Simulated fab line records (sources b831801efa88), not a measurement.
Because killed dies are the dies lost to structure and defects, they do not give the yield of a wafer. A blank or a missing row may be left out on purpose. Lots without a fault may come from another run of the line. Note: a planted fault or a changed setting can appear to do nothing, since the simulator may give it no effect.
Which tool is to blame? || flow gf180mcu || Sampling: 15 lots, 43 wafers, 4 of 602 route steps

## WHAT EACH GAUGE READ, for each wafer
GF_STI_THK_MEAS_04.
{"lot": "L369", "measured": "day 1 14:34", "on": "filmMetro-01", "STI_CVD_03_THK (nm)": "205.9 207.5 207.1"}
{"lot": "L370", "measured": "day 1 21:08", "on": "filmMetro-03", "STI_CVD_03_THK (nm)": "208.3 209.7 207.8"}
{"lot": "L371", "measured": "day 2 00:33", "on": "filmMetro-04", "STI_CVD_03_THK (nm)": "207.0 206.7 208.9"}
{"lot": "L372", "measured": "day 2 05:08", "on": "filmMetro-01", "STI_CVD_03_THK (nm)": "206.3 208.1 207.7"}
{"lot": "L373", "measured": "day 2 11:11", "on": "filmMetro-01", "STI_CVD_03_THK (nm)": "206.1 207.3 207.1"}
{"lot": "L375", "measured": "day 2 21:29", "on": "filmMetro-04", "STI_CVD_03_THK (nm)": "208.0 207.9 208.2"}
{"lot": "L379", "measured": "day 3 20:03", "on": "filmMetro-04", "STI_CVD_03_THK (nm)": "205.1 204.4"}
{"lot": "L383", "measured": "day 4 11:36", "on": "filmMetro-04", "STI_CVD_03_THK (nm)": "209.2 211.8"}
{"lot": "L385", "measured": "day 4 21:56", "on": "filmMetro-03", "STI_CVD_03_THK (nm)": "204.6 205.4 206.3"}
{"lot": "L386", "measured": "day 5 02:34", "on": "filmMetro-03", "STI_CVD_03_THK (nm)": "210.2 211.1 212.6"}
{"lot": "L387", "measured": "day 5 08:35", "on": "filmMetro-01", "STI_CVD_03_THK (nm)": "208.4 208.1 207.6"}
{"lot": "L388", "measured": "day 5 12:35", "on": "filmMetro-04", "STI_CVD_03_THK (nm)": "206.1 206.7 205.2"}
{"lot": "L389", "measured": "day 5 18:55", "on": "filmMetro-01", "STI_CVD_03_THK (nm)": "206.8 205.1 206.4"}
{"lot": "L391", "measured": "day 6 03:34", "on": "filmMetro-04", "STI_CVD_03_THK (nm)": "205.9 205.1 205.5"}
{"lot": "L392", "measured": "day 6 08:35", "on": "filmMetro-01", "STI_CVD_03_THK (nm)": "205.7 207.0 207.1"}

GF_HV_LDD_OVL_MEAS_47.
{"lot": "L369", "measured": "day 12 04:10", "on": "overlay-02", "HV_LDD_03_OVL (nm)": "0.3 0.0 2.6"}
{"lot": "L370", "measured": "day 12 15:50", "on": "overlay-02", "HV_LDD_03_OVL (nm)": "0.9 1.2 0.0"}
{"lot": "L371", "measured": "day 13 07:16", "on": "overlay-02", "HV_LDD_03_OVL (nm)": "0.6 -2.1 -1.5"}
{"lot": "L372", "measured": "day 13 01:49", "on": "overlay-01", "HV_LDD_03_OVL (nm)": "-0.1 1.9 3.7"}
{"lot": "L373", "measured": "day 13 08:38", "on": "overlay-02", "HV_LDD_03_OVL (nm)": "-0.7 -0.6 -0.6"}
{"lot": "L375", "measured": "day 14 16:13", "on": "overlay-01", "HV_LDD_03_OVL (nm)": "-0.4 -0.1 1.2"}
{"lot": "L379", "measured": "day 15 23:04", "on": "overlay-01", "HV_LDD_03_OVL (nm)": "-0.6 -1.8"}
{"lot": "L383", "measured": "day 16 22:20", "on": "overlay-01", "HV_LDD_03_OVL (nm)": "2.1 0.5"}
{"lot": "L385", "measured": "day 17 16:16", "on": "overlay-01", "HV_LDD_03_OVL (nm)": "0.4 2.8 1.2"}
{"lot": "L386", "measured": "day 18 01:49", "on": "overlay-02", "HV_LDD_03_OVL (nm)": "0.4 2.1 0.9"}
{"lot": "L387", "measured": "day 18 08:22", "on": "overlay-02", "HV_LDD_03_OVL (nm)": "-0.4 -0.3 0.0"}
{"lot": "L388", "measured": "day 18 12:44", "on": "overlay-01", "HV_LDD_03_OVL (nm)": "3.1 -0.2 0.3"}
{"lot": "L389", "measured": "day 19 06:53", "on": "overlay-01", "HV_LDD_03_OVL (nm)": "3.9 2.0 1.9"}
{"lot": "L391", "measured": "day 19 22:34", "on": "overlay-02", "HV_LDD_03_OVL (nm)": "-1.5 -2.2 0.2"}
{"lot": "L392", "measured": "day 20 03:07", "on": "overlay-01", "HV_LDD_03_OVL (nm)": "-3.3 -1.5 -0.3"}

GF_CONTACT_THK_MEAS_26: measures by xrf.
{"lot": "L369", "measured": "day 15 20:02", "on": "filmMetro-03", "CONTACT_W_THK (nm)": "296 299 294"}
{"lot": "L370", "measured": "day 16 10:14", "on": "filmMetro-03", "CONTACT_W_THK (nm)": "306 308 299"}
{"lot": "L371", "measured": "day 17 03:23", "on": "filmMetro-02", "CONTACT_W_THK (nm)": "299 297 298"}
{"lot": "L372", "measured": "day 16 20:20", "on": "filmMetro-02", "CONTACT_W_THK (nm)": "310 307 313"}
{"lot": "L373", "measured": "day 17 06:36", "on": "filmMetro-02", "CONTACT_W_THK (nm)": "300 299 297"}
{"lot": "L375", "measured": "day 18 17:33", "on": "filmMetro-03", "CONTACT_W_THK (nm)": "301 299 301"}
{"lot": "L379", "measured": "day 20 03:38", "on": "filmMetro-03", "CONTACT_W_THK (nm)": "294 294"}
{"lot": "L383", "measured": "day 21 05:02", "on": "filmMetro-01", "CONTACT_W_THK (nm)": "304 301"}
{"lot": "L385", "measured": "day 21 22:56", "on": "filmMetro-01", "CONTACT_W_THK (nm)": "300 300 302"}
{"lot": "L386", "measured": "day 22 08:43", "on": "filmMetro-03", "CONTACT_W_THK (nm)": "304 298 300"}
{"lot": "L387", "measured": "day 22 14:20", "on": "filmMetro-03", "CONTACT_W_THK (nm)": "295 304 300"}
{"lot": "L388", "measured": "day 22 19:45", "on": "filmMetro-01", "CONTACT_W_THK (nm)": "307 308 304"}
{"lot": "L389", "measured": "day 23 11:54", "on": "filmMetro-03", "CONTACT_W_THK (nm)": "299 292 297"}
{"lot": "L391", "measured": "day 24 03:21", "on": "filmMetro-03", "CONTACT_W_THK (nm)": "295 296 294"}
{"lot": "L392", "measured": "day 24 06:37", "on": "filmMetro-01", "CONTACT_W_THK (nm)": "314 313 315"}

## WHAT TOOL EACH LOT RAN ON (gives the tool, then ch and the chambers of the sampled wafers, and finally the start)
{"lot": "L369", "GF_VT_IMPLANT_RTA_45": "rtpAnneal-02 ch 0, day 7 10:31"}
{"lot": "L370", "GF_VT_IMPLANT_RTA_45": "rtpAnneal-01 ch 0, day 7 20:20"}
{"lot": "L371", "GF_VT_IMPLANT_RTA_45": "rtpAnneal-01 ch 0, day 8 08:41"}
{"lot": "L372", "GF_VT_IMPLANT_RTA_45": "rtpAnneal-02 ch 0, day 8 06:52"}
{"lot": "L373", "GF_VT_IMPLANT_RTA_45": "rtpAnneal-02 ch 0, day 8 10:27"}
{"lot": "L375", "GF_VT_IMPLANT_RTA_45": "rtpAnneal-02 ch 0, day 9 14:32"}
{"lot": "L379", "GF_VT_IMPLANT_RTA_45": "rtpAnneal-02 ch 0, day 10 14:10"}
{"lot": "L383", "GF_VT_IMPLANT_RTA_45": "rtpAnneal-02 ch 0, day 11 09:37"}
{"lot": "L385", "GF_VT_IMPLANT_RTA_45": "rtpAnneal-02 ch 0, day 12 00:26"}
{"lot": "L386", "GF_VT_IMPLANT_RTA_45": "rtpAnneal-01 ch 0, day 12 06:38"}
{"lot": "L387", "GF_VT_IMPLANT_RTA_45": "rtpAnneal-01 ch 0, day 12 12:38"}
{"lot": "L388", "GF_VT_IMPLANT_RTA_45": "rtpAnneal-01 ch 0, day 12 16:03"}
{"lot": "L389", "GF_VT_IMPLANT_RTA_45": "rtpAnneal-01 ch 0, day 13 04:51"}
{"lot": "L391", "GF_VT_IMPLANT_RTA_45": "rtpAnneal-01 ch 0, day 13 14:16"}
{"lot": "L392", "GF_VT_IMPLANT_RTA_45": "rtpAnneal-01 ch 0, day 14 03:37"}
- GF_VT_IMPLANT_RTA_45: time 30 s.

## WHAT THE TOOLS THEMSELVES READ (means of the sampled wafers that have a number; where no wafer has one, the mark that the record gives instead)
GF_VT_IMPLANT_RTA_45.
{"lot": "L369", "tool": "rtpAnneal-02", "chamberO2Ppm": 2.018, "lampPowerPct (%)": 45, "runLengthS (s)": 59.26, "wafer_temp_C_max": 1055.9}
{"lot": "L370", "tool": "rtpAnneal-01", "chamberO2Ppm": 1.988, "lampPowerPct (%)": 34, "runLengthS (s)": 58.81, "wafer_temp_C_max": 1054.1}
{"lot": "L371", "tool": "rtpAnneal-01", "chamberO2Ppm": 2.003, "lampPowerPct (%)": 34, "runLengthS (s)": 58.62, "wafer_temp_C_max": 1054.2}
{"lot": "L372", "tool": "rtpAnneal-02", "chamberO2Ppm": 1.990, "lampPowerPct (%)": 45, "runLengthS (s)": 59.07, "wafer_temp_C_max": 1056.4}
{"lot": "L373", "tool": "rtpAnneal-02", "chamberO2Ppm": 2.010, "lampPowerPct (%)": 45, "runLengthS (s)": 59.17, "wafer_temp_C_max": 1054.8}
{"lot": "L375", "tool": "rtpAnneal-02", "chamberO2Ppm": 2.002, "lampPowerPct (%)": 45, "runLengthS (s)": 59.08, "wafer_temp_C_max": 1055.0}
{"lot": "L379", "tool": "rtpAnneal-02", "chamberO2Ppm": 1.982, "lampPowerPct (%)": 44, "runLengthS (s)": 45.17, "wafer_temp_C_max": 1055.2}
{"lot": "L383", "tool": "rtpAnneal-02", "chamberO2Ppm": 2.020, "lampPowerPct (%)": 44, "runLengthS (s)": 52.22, "wafer_temp_C_max": 1054.7}
{"lot": "L385", "tool": "rtpAnneal-02", "chamberO2Ppm": 2.006, "lampPowerPct (%)": 45, "runLengthS (s)": 54.69, "wafer_temp_C_max": 1055.3}
{"lot": "L386", "tool": "rtpAnneal-01", "chamberO2Ppm": 1.983, "lampPowerPct (%)": 34, "runLengthS (s)": 58.72, "wafer_temp_C_max": 1053.7}
{"lot": "L387", "tool": "rtpAnneal-01", "chamberO2Ppm": 2.010, "lampPowerPct (%)": 34, "runLengthS (s)": 58.67, "wafer_temp_C_max": 1054.4}
{"lot": "L388", "tool": "rtpAnneal-01", "chamberO2Ppm": 2.002, "lampPowerPct (%)": 34, "runLengthS (s)": 58.77, "wafer_temp_C_max": 1053.4}
{"lot": "L389", "tool": "rtpAnneal-01", "chamberO2Ppm": 2.021, "lampPowerPct (%)": 34, "runLengthS (s)": 58.79, "wafer_temp_C_max": 1054.3}
{"lot": "L391", "tool": "rtpAnneal-01", "chamberO2Ppm": 1.993, "lampPowerPct (%)": 34, "runLengthS (s)": 58.93, "wafer_temp_C_max": 1053.9}
{"lot": "L392", "tool": "rtpAnneal-01", "chamberO2Ppm": 1.993, "lampPowerPct (%)": 34, "runLengthS (s)": 58.66, "wafer_temp_C_max": 1054.3}

## THE ANSWER, worked out from the rows above alone
Rule: the usual values come from the lots themselves. Put in order of their means at a reading, lots are off if they are a third of the lots or fewer, leave a main group of 4 or more, and stand apart from it by a gap of 3 or more times the standard deviation of the main group's means; of several such gaps the widest counts. A main group is skipped when, at the precision printed for the reading in the tables above, its means are all equal. A lot without any number at a reading at which 4 lots or more have one is off too. The other lots that the step has rows for count as sound. After the gauges, taken in route order, come the tools' own readings; for these a lot's mean is taken, as printed above. The first step at which some lot is off is used, and at that step the reading that is off furthest; a lot without a number counts as furthest.
Off at GF_VT_IMPLANT_RTA_45 (runLengthS): L379, L383, L385. Main group: mean 58.88 s, sd 0.21.
If a tool, at that step or one of the process steps before it, ran each lot that is off and ran no sound lot following the first of them, it fits. One fits: GF_VT_IMPLANT_RTA_45 on rtpAnneal-02. A fault onset in the window from L375 (day 9 14:32, its last sound lot) to L379 (day 10 14:10, its first lot off) fits.
The tool's own readings at GF_VT_IMPLANT_RTA_45 bear it out: on the lots that are off they differ by more than 5 times the standard deviation of the sound lots' means. runLengthS reads 50.69 s there against 58.88 s on the sound lots.

## WHAT WAS PUT IN BY THE SIMULATOR
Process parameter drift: rtpAnneal-02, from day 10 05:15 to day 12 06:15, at GF_VT_IMPLANT_RTA_45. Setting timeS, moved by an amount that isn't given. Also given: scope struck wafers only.
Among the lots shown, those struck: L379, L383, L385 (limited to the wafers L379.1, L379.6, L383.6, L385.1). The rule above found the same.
